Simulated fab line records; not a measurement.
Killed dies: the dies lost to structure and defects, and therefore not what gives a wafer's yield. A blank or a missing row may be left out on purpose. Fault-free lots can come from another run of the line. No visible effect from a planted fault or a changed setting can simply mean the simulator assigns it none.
Code-filled problem report in 8D (eight disciplines) form ; flow sky130 ; the parts of the form that need people (team, actions taken, sign-off) are left out

## 1. WHAT WENT WRONG
run-length-s at SKY_FIELD_ISO_ETCH_17 reads a mean of 93.2 s on 6 wafers of 2 lots; wafers without a fault read 126.0 s with a standard deviation of 0.37. Measured from the usual mean, that is -89 standard deviations.
The step: etches Si in HBr/Cl2/O2, target depth 342 nm, time 97.7 s.
Seen first at day 3 17:49 on rie-si-02, wafer L881.1. Wafers with a number at this step in the record: 12, from 4 lots. Rule for "out" (also "out of limits"): further than 4 standard deviations from the usual mean. The other wafers with a number count as sound.

## 2. WHAT IT IS AND WHAT IT IS NOT
question;is;is not
which readings at this step;run-length-s;HBr_flow_sccm, drypump-motor-current-A, he-backside-leak-sccm, oes-product-au, throttle-valve-pct
which lots;L881, L886;L889, L897
which wafers of those lots;all that have a number;-
read on which tools;rie-si-02;rie-si-01
when;from day 3 17:49;"up to then (0 sound wafers); but 6 sound wafers of L889, L897 came after"

## 3. WHAT RULES OUT EACH SUSPECT
Counting: a tool at a process step up to the reading stays a suspect if it ran every lot that is out and no sound lot after the first of them.
- rie-si-02 at SKY_FIELD_ISO_ETCH_17 (etches Si in HBr/Cl2/O2, target depth 342 nm, time 97.7 s): ruled out as a lasting fault. Following L881 (day 3 17:49), the first lot on it that is out, the sound lots L897 were run on it.
Left after counting: nothing in the record.

## 4. THE CAUSE (what the simulator had put in)
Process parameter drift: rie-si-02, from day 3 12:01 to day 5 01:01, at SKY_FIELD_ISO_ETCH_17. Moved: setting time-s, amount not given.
Counting ruled it out, wrongly.

## 5. THE EFFECT CHAIN, in route order
Rows list readings where the struck wafers' mean (over those with a number) sits beyond 3 standard deviations from the usual. Scope: only readings with a usual standard deviation given in the record; hours: median across lots of the time from each lot's start at the first step in this table that gives one to its start at this step; sigmas: change in usual standard deviations.
hours;step;reading;usual;on struck wafers;change;sigmas
0;SKY_FIELD_ISO_ETCH_17;run-length-s;126.0 s;93.2;-32.8;-89
It contains these process steps:
- SKY_FIELD_ISO_ETCH_17: etches Si in HBr/Cl2/O2, target depth 342 nm, time 97.7 s.
Readings that are blank on the struck wafers while sound wafers have them: bias-w at SKY_FIELD_ISO_ETCH_17; rf-fwd-power-W at SKY_FIELD_ISO_ETCH_17.

## 6. WHAT WOULD HAVE CAUGHT IT SOONER
In this record the first reading out of limits was taken at day 3 17:49, 6 hours after the fault began at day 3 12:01.
